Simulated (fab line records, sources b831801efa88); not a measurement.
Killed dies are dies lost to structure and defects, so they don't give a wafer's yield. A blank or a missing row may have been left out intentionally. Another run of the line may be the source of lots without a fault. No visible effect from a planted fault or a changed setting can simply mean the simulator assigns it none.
fab line records + flow sky130
[record]
- lots = 12
- wafers = 36
- last-day = 50
route steps=708 shown NWELL@34 VT_ADJUST_HVTP@96 VT_ADJUST_LVTN@115
lots with no fault: from the same line, run without faults
start-h: start of the lot's first displayed wafer, in hours after the record's first day + wait-h: time in hours since the lot's previous step + " as in the row above + L1.1+2: a row that stands for several wafers + - either no value or no given start + * or withheld: withheld + < > ~ a bound
route shown NAME@n: a module of which the file shows steps, and the number in the route of the first + usual: average and standard deviation across the fault-free wafers + same: alike in all rows + chamber/n: place in a boat + sites: readings site by site + _std_site: how widely they spread, as a standard deviation + _edge_site: inner sites' mean taken away from outer sites' mean + radius-mm: for every site, how far away it sits from the centre of the wafer + mask NAME#n: copy n + behind: the tool/chamber that last shaped the wafer + hold: reason for holding the lot/hours on hold/outcome of the hold + device: the n, p or np transistor that did not switch + end of line: tests of these same wafers at the route's end + a step with no rows: only its recipe + killed: dies that structure and defects cost at the first sort, which is not the same as the wafer's yield + map: the dies of a wafer, with x for killed, . for not killed, _ for no die there
set.NAME: the setting that was run; set.NAME@STEP: the one run at that earlier step + model.NAME: the simulator's own value behind a step, which no gauge read
a sample of lots followed through the steps of the route, with each step as a table and each wafer as a row
services: when a tool's chamber went out of use (start-h, in hours from the record's first day, below 0 if earlier), for how many hours, and the reason
[[steps]]
[step SKY_NWELL_THK_MEAS_02]
[recipe]
- reads = SiO2_of_NWELL_OXIDATION_01
[usual]
- NWELL_OXIDATION_THK = 10.04/0.21
| lot.wafer | tool          | chamber | start-h | wait-h | NWELL_OXIDATION_THK[nm] |
|-----------|---------------|---------|---------|--------|-------------------------|
| L724.1    | film-metro-03 | -       | 36.44   | 0.0    | 9.82                    |
| L724.3    | "             | -       | "       | "      | 9.99                    |
| L724.5    | "             | -       | "       | "      | 10.00                   |
| L725.2    | film-metro-03 | -       | 41.67   | 0.0    | 10.32                   |
| L725.3    | "             | -       | "       | "      | 10.17                   |
| L725.5    | "             | -       | "       | "      | 10.28                   |
| L732.2    | film-metro-02 | -       | 78.42   | 0.0    | 9.99                    |
| L732.5    | "             | -       | "       | "      | 9.85                    |
| L732.6    | "             | -       | "       | "      | 9.93                    |
| L735.1    | film-metro-03 | -       | 98.17   | 0.0    | 10.14                   |
| L735.5    | "             | -       | "       | "      | 10.05                   |
| L735.6    | "             | -       | "       | "      | 10.28                   |
| L737.1    | film-metro-04 | -       | 109.32  | 0.0    | 9.81                    |
| L737.3    | "             | -       | "       | "      | 9.87                    |
| L737.5    | "             | -       | "       | "      | 10.07                   |
| L739.2    | film-metro-02 | -       | 113.16  | 0.0    | 9.81                    |
| L739.4    | "             | -       | "       | "      | 9.95                    |
| L739.5    | "             | -       | "       | "      | 10.05                   |
| L740.1    | film-metro-02 | -       | 119.87  | 0.0    | 9.76                    |
| L740.2    | "             | -       | "       | "      | 9.79                    |
| L740.5    | "             | -       | "       | "      | 9.86                    |
| L743.2    | film-metro-04 | -       | 134.44  | 0.0    | 10.01                   |
| L743.5    | "             | -       | "       | "      | 10.18                   |
| L743.6    | "             | -       | "       | "      | 10.01                   |
| L744.2    | film-metro-04 | -       | 143.87  | 0.0    | 10.23                   |
| L744.3    | "             | -       | "       | "      | 10.17                   |
| L744.4    | "             | -       | "       | "      | 10.23                   |
| L745.1    | film-metro-03 | -       | 146.69  | 0.0    | 10.21                   |
| L745.4    | "             | -       | "       | "      | 10.09                   |
| L745.6    | "             | -       | "       | "      | 10.17                   |
| L746.2    | film-metro-02 | -       | 152.07  | 0.0    | 9.91                    |
| L746.3    | "             | -       | "       | "      | 10.14                   |
| L746.6    | "             | -       | "       | "      | 10.10                   |
| L747.1    | film-metro-02 | -       | 155.83  | 0.0    | 10.13                   |
| L747.2    | "             | -       | "       | "      | 10.24                   |
| L747.3    | "             | -       | "       | "      | 10.08                   |
[step SKY_NWELL_IMPLANT_11]
[recipe]
- species = P
- energy-kev = 400
- dose-cm2 = 1.9e+13
- tilt-deg = withheld
[usual]
- dose-ions-cm2 = 1.9008e+13/1.8e+10
- faraday-current-uA = 107.5/1.9
| lot.wafer | tool         | chamber | start-h | wait-h | dose-ions-cm2 | faraday-current-uA |
|-----------|--------------|---------|---------|--------|---------------|--------------------|
| L724.1    | implanter-01 | 0       | 84.38   | 0.0    | 1.8981e+13    | 104.6              |
| L724.3    | "            | 0       | "       | "      | 1.9005e+13    | 109.2              |
| L724.5    | "            | 0       | "       | "      | 1.8987e+13    | 103.1              |
| L725.2    | implanter-02 | 0       | 91.01   | 0.0    | 1.898e+13     | 106.1              |
| L725.3    | "            | 0       | "       | "      | 1.8991e+13    | 108.7              |
| L725.5    | "            | 0       | "       | "      | 1.9021e+13    | 105.9              |
| L732.2    | implanter-02 | 0       | 131.56  | 0.0    | 1.7239e+13    | 95.7               |
| L732.5    | "            | 0       | "       | "      | 1.7239e+13    | 100.1              |
| L732.6    | "            | 0       | "       | "      | 1.7233e+13    | 99.7               |
| L735.1    | implanter-02 | 0       | 152.83  | 0.0    | 1.7208e+13    | 96.3               |
| L735.5    | "            | 0       | "       | "      | 1.7211e+13    | 95.6               |
| L735.6    | "            | 0       | "       | "      | 1.7226e+13    | 97.0               |
| L737.1    | implanter-04 | 0       | 167.38  | 0.0    | 1.9006e+13    | 108.3              |
| L737.3    | "            | 0       | "       | "      | 1.9019e+13    | 106.7              |
| L737.5    | "            | 0       | "       | "      | 1.8996e+13    | 105.2              |
| L739.2    | implanter-04 | 0       | 171.93  | 0.0    | 1.9005e+13    | 105.5              |
| L739.4    | "            | 0       | "       | "      | 1.9007e+13    | 109.7              |
| L739.5    | "            | 0       | "       | "      | 1.901e+13     | 108.4              |
| L740.1    | implanter-04 | 0       | 178.43  | 0.0    | 1.8982e+13    | 107.3              |
| L740.2    | "            | 0       | "       | "      | 1.9023e+13    | 106.1              |
| L740.5    | "            | 0       | "       | "      | 1.8984e+13    | 108.5              |
| L743.2    | implanter-01 | 0       | 195.91  | 0.0    | 1.9007e+13    | 107.4              |
| L743.5    | "            | 0       | "       | "      | 1.9027e+13    | 106.3              |
| L743.6    | "            | 0       | "       | "      | 1.8994e+13    | 108.4              |
| L744.2    | implanter-02 | 0       | 206.51  | 0.0    | 1.9032e+13    | 107.8              |
| L744.3    | "            | 0       | "       | "      | 1.9008e+13    | 107.4              |
| L744.4    | "            | 0       | "       | "      | 1.9004e+13    | 107.0              |
| L745.1    | implanter-02 | 0       | 209.30  | 0.0    | 1.8979e+13    | 107.5              |
| L745.4    | "            | 0       | "       | "      | 1.9014e+13    | 110.1              |
| L745.6    | "            | 0       | "       | "      | 1.8982e+13    | 108.1              |
| L746.2    | implanter-04 | 0       | 215.83  | 0.0    | 1.8969e+13    | 107.4              |
| L746.3    | "            | 0       | "       | "      | 1.9026e+13    | 108.6              |
| L746.6    | "            | 0       | "       | "      | 1.8988e+13    | 107.3              |
| L747.1    | implanter-01 | 0       | 220.00  | 0.0    | 1.903e+13     | 106.7              |
| L747.2    | "            | 0       | "       | "      | 1.9022e+13    | 106.4              |
| L747.3    | "            | 0       | "       | "      | 1.903e+13     | 105.9              |
[step SKY_NWELL_TW_MEAS_15]
[usual]
- NWELL_TW = 1824/13
| lot.wafer | tool          | chamber | start-h | wait-h | NWELL_TW |
|-----------|---------------|---------|---------|--------|----------|
| L724.1    | film-metro-04 | -       | 84.93   | 0.1    | 1828     |
| L724.3    | "             | -       | "       | "      | 1823     |
| L724.5    | "             | -       | "       | "      | 1808     |
| L725.2    | film-metro-04 | -       | 91.54   | 0.1    | 1821     |
| L725.3    | "             | -       | "       | "      | 1828     |
| L725.5    | "             | -       | "       | "      | 1818     |
| L732.2    | film-metro-02 | -       | 132.09  | 0.1    | 1776     |
| L732.5    | "             | -       | "       | "      | 1760     |
| L732.6    | "             | -       | "       | "      | 1773     |
| L735.1    | film-metro-04 | -       | 153.38  | 0.1    | 1777     |
| L735.5    | "             | -       | "       | "      | 1767     |
| L735.6    | "             | -       | "       | "      | 1772     |
| L737.1    | film-metro-04 | -       | 167.93  | 0.1    | 1812     |
| L737.3    | "             | -       | "       | "      | 1820     |
| L737.5    | "             | -       | "       | "      | 1820     |
| L739.2    | film-metro-04 | -       | 172.46  | 0.1    | 1821     |
| L739.4    | "             | -       | "       | "      | 1826     |
| L739.5    | "             | -       | "       | "      | 1826     |
| L740.1    | film-metro-02 | -       | 178.98  | 0.1    | 1825     |
| L740.2    | "             | -       | "       | "      | 1836     |
| L740.5    | "             | -       | "       | "      | 1818     |
| L743.2    | film-metro-03 | -       | 196.44  | 0.1    | 1822     |
| L743.5    | "             | -       | "       | "      | 1819     |
| L743.6    | "             | -       | "       | "      | 1817     |
| L744.2    | film-metro-04 | -       | 207.04  | 0.1    | 1848     |
| L744.3    | "             | -       | "       | "      | 1846     |
| L744.4    | "             | -       | "       | "      | 1839     |
| L745.1    | film-metro-04 | -       | 209.85  | 0.1    | 1844     |
| L745.4    | "             | -       | "       | "      | 1830     |
| L745.6    | "             | -       | "       | "      | 1833     |
| L746.2    | film-metro-02 | -       | 216.36  | 0.1    | 1811     |
| L746.3    | "             | -       | "       | "      | 1810     |
| L746.6    | "             | -       | "       | "      | 1809     |
| L747.1    | film-metro-03 | -       | 220.55  | 0.1    | 1800     |
| L747.2    | "             | -       | "       | "      | 1806     |
| L747.3    | "             | -       | "       | "      | 1812     |
[step SKY_NWELL_RS_MEAS_29]
[recipe]
- thk-meas-gauge = four-point-probe
[usual]
- NWELL_RS = 625.7/1.6
| lot.wafer | tool          | chamber | start-h | wait-h | NWELL_RS[ohm/sq] |
|-----------|---------------|---------|---------|--------|------------------|
| L724.1    | film-metro-02 | -       | 102.19  | 0.1    | 625.5            |
| L724.3    | "             | -       | "       | "      | 624.9            |
| L724.5    | "             | -       | "       | "      | 626.3            |
| L725.2    | film-metro-04 | -       | 108.98  | 0.1    | 628.1            |
| L725.3    | "             | -       | "       | "      | 627.8            |
| L725.5    | "             | -       | "       | "      | 627.3            |
| L732.2    | film-metro-04 | -       | 151.87  | 0.1    | 662.7            |
| L732.5    | "             | -       | "       | "      | 662.6            |
| L732.6    | "             | -       | "       | "      | 663.0            |
| L735.1    | film-metro-02 | -       | 173.80  | 0.1    | 659.0            |
| L735.5    | "             | -       | "       | "      | 657.6            |
| L735.6    | "             | -       | "       | "      | 657.3            |
| L737.1    | film-metro-02 | -       | 189.19  | 0.1    | 626.9            |
| L737.3    | "             | -       | "       | "      | 626.2            |
| L737.5    | "             | -       | "       | "      | 626.5            |
| L739.2    | film-metro-04 | -       | 193.81  | 0.1    | 626.4            |
| L739.4    | "             | -       | "       | "      | 626.0            |
| L739.5    | "             | -       | "       | "      | 625.9            |
| L740.1    | film-metro-02 | -       | 201.04  | 0.1    | 623.3            |
| L740.2    | "             | -       | "       | "      | 623.4            |
| L740.5    | "             | -       | "       | "      | 624.5            |
| L743.2    | film-metro-04 | -       | 219.21  | 0.1    | 625.5            |
| L743.5    | "             | -       | "       | "      | 623.3            |
| L743.6    | "             | -       | "       | "      | 622.6            |
| L744.2    | film-metro-02 | -       | 229.71  | 0.1    | 626.1            |
| L744.3    | "             | -       | "       | "      | 624.8            |
| L744.4    | "             | -       | "       | "      | 624.1            |
| L745.1    | film-metro-03 | -       | 232.59  | 0.1    | 625.2            |
| L745.4    | "             | -       | "       | "      | 623.6            |
| L745.6    | "             | -       | "       | "      | 625.2            |
| L746.2    | film-metro-02 | -       | 238.78  | 0.1    | 626.6            |
| L746.3    | "             | -       | "       | "      | 625.1            |
| L746.6    | "             | -       | "       | "      | 626.5            |
| L747.1    | film-metro-04 | -       | 242.79  | 0.1    | 626.2            |
| L747.2    | "             | -       | "       | "      | 626.2            |
| L747.3    | "             | -       | "       | "      | 624.4            |
[step SKY_VT_ADJUST_HVTP_TW_MEAS_11]
[usual]
- VT_ADJUST_HVTP_TW = 1354/6.7
| lot.wafer | tool          | chamber | start-h | wait-h | VT_ADJUST_HVTP_TW |
|-----------|---------------|---------|---------|--------|-------------------|
| L724.1    | film-metro-01 | -       | 120.96  | 0.1    | 1373              |
| L724.3    | "             | -       | "       | "      | 1367              |
| L724.5    | "             | -       | "       | "      | 1360              |
| L725.2    | film-metro-01 | -       | 127.53  | 0.1    | 1370              |
| L725.3    | "             | -       | "       | "      | 1368              |
| L725.5    | "             | -       | "       | "      | 1365              |
| L732.2    | film-metro-02 | -       | 172.46  | 0.1    | 1360              |
| L732.5    | "             | -       | "       | "      | 1369              |
| L732.6    | "             | -       | "       | "      | 1358              |
| L735.1    | film-metro-03 | -       | 195.96  | 0.1    | 1356              |
| L735.5    | "             | -       | "       | "      | 1350              |
| L735.6    | "             | -       | "       | "      | 1358              |
| L737.1    | film-metro-03 | -       | 211.22  | 0.1    | 1356              |
| L737.3    | "             | -       | "       | "      | 1355              |
| L737.5    | "             | -       | "       | "      | 1354              |
| L739.2    | film-metro-01 | -       | 216.46  | 0.1    | 1359              |
| L739.4    | "             | -       | "       | "      | 1357              |
| L739.5    | "             | -       | "       | "      | 1359              |
| L740.1    | film-metro-02 | -       | 223.55  | 0.1    | 1348              |
| L740.2    | "             | -       | "       | "      | 1351              |
| L740.5    | "             | -       | "       | "      | 1345              |
| L743.2    | film-metro-01 | -       | 241.21  | 0.1    | 1356              |
| L743.5    | "             | -       | "       | "      | 1349              |
| L743.6    | "             | -       | "       | "      | 1357              |
| L744.2    | film-metro-02 | -       | 252.17  | 0.1    | 1358              |
| L744.3    | "             | -       | "       | "      | 1353              |
| L744.4    | "             | -       | "       | "      | 1353              |
| L745.1    | film-metro-02 | -       | 255.51  | 0.1    | 1356              |
| L745.4    | "             | -       | "       | "      | 1356              |
| L745.6    | "             | -       | "       | "      | 1352              |
| L746.2    | film-metro-03 | -       | 262.37  | 0.1    | 1349              |
| L746.3    | "             | -       | "       | "      | 1341              |
| L746.6    | "             | -       | "       | "      | 1345              |
| L747.1    | film-metro-02 | -       | 266.11  | 0.1    | 1353              |
| L747.2    | "             | -       | "       | "      | 1357              |
| L747.3    | "             | -       | "       | "      | 1353              |
[step SKY_VT_ADJUST_LVTN_OVL_MEAS_18]
[usual]
- VT_ADJUST_LVTN_01_OVL = 0.6/1.5
| lot.wafer | tool       | chamber | start-h | wait-h | VT_ADJUST_LVTN_01_OVL[nm] |
|-----------|------------|---------|---------|--------|---------------------------|
| L724.1    | overlay-01 | -       | 159.02  | 0.1    | 2.6                       |
| L724.3    | "          | -       | "       | "      | 3.6                       |
| L724.5    | "          | -       | "       | "      | 2.4                       |
| L725.2    | overlay-02 | -       | 166.21  | 0.1    | -0.2                      |
| L725.3    | "          | -       | "       | "      | -0.5                      |
| L725.5    | "          | -       | "       | "      | 1.8                       |
| L732.2    | overlay-02 | -       | 215.55  | 0.1    | 1.6                       |
| L732.5    | "          | -       | "       | "      | -0.5                      |
| L732.6    | "          | -       | "       | "      | 1.4                       |
| L735.1    | overlay-01 | -       | 239.79  | 0.1    | -1.3                      |
| L735.5    | "          | -       | "       | "      | 0.4                       |
| L735.6    | "          | -       | "       | "      | 0.9                       |
| L737.1    | overlay-02 | -       | 255.89  | 0.1    | -0.3                      |
| L737.3    | "          | -       | "       | "      | -1.1                      |
| L737.5    | "          | -       | "       | "      | 0.8                       |
| L739.2    | overlay-02 | -       | 261.66  | 0.1    | -1.2                      |
| L739.4    | "          | -       | "       | "      | 0.3                       |
| L739.5    | "          | -       | "       | "      | -2.2                      |
| L740.1    | overlay-02 | -       | 268.32  | 0.1    | 2.9                       |
| L740.2    | "          | -       | "       | "      | -0.9                      |
| L740.5    | "          | -       | "       | "      | 2.3                       |
| L743.2    | overlay-01 | -       | 289.40  | 0.1    | -1.0                      |
| L743.5    | "          | -       | "       | "      | -2.0                      |
| L743.6    | "          | -       | "       | "      | -3.6                      |
| L744.2    | overlay-02 | -       | 300.16  | 0.1    | 1.2                       |
| L744.3    | "          | -       | "       | "      | 1.5                       |
| L744.4    | "          | -       | "       | "      | 2.5                       |
| L745.1    | overlay-01 | -       | 304.19  | 0.1    | 0.7                       |
| L745.4    | "          | -       | "       | "      | -1.1                      |
| L745.6    | "          | -       | "       | "      | -0.2                      |
| L746.2    | overlay-02 | -       | 311.96  | 0.1    | 1.8                       |
| L746.3    | "          | -       | "       | "      | 1.5                       |
| L746.6    | "          | -       | "       | "      | -0.2                      |
| L747.1    | overlay-01 | -       | 316.47  | 0.1    | -0.3                      |
| L747.2    | "          | -       | "       | "      | 0.0                       |
| L747.3    | "          | -       | "       | "      | 0.2                       |
[[services]]
| tool         | chamber | start-h | hours | kind   |
|--------------|---------|---------|-------|--------|
| implanter-04 | -       | 70.22   | 2.7   | repair |
| implanter-04 | -       | 82.13   | 4.4   | repair |
[[key]]
[first-sign]
- step = SKY_NWELL_IMPLANT_11
- reading = dose-ions-cm2
- direction = down
- sigmas = 99+
- usual = *
- struck = *
[effect]
- step = SKY_NWELL_IMPLANT_11
- reading = faraday-current-uA
- direction = down
- sigmas = 5.2
- usual = 107.5
- struck = 97.4
[effect]
- step = SKY_NWELL_TW_MEAS_15
- reading = NWELL_TW
- direction = down
- sigmas = 4
- usual = 1824
- struck = 1771
[effect]
- step = SKY_NWELL_RS_MEAS_29
- reading = NWELL_RS
- direction = up
- sigmas = 22
- usual = 625.7
- struck = 660.4
met-at SKY_NWELL_IMPLANT_11
struck-lots L732,L735
tester-left-out L732,L735
not-acting-at SKY_NWELL_THK_MEAS_02,SKY_VT_ADJUST_HVTP_TW_MEAS_11,SKY_VT_ADJUST_LVTN_OVL_MEAS_18
onset-between 91.01 131.56
[fault]
- kind = process-parameter-drift
- tool = implanter-02
- chamber = -
- onset-h = 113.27
- steps = SKY_NWELL_IMPLANT_11
- channel = dose-cm2
- offset = *
- shape = step
- end-h = 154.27
- acts-in = *
- stated = *
// tester-left-out: of these lots the tester's yield and bins aren't shown, on N5 and GAA mostly nor the transistor test; their killed dies are dies lost to structure and defects alone, not to doping, threshold or leakage, so they don't give the yield
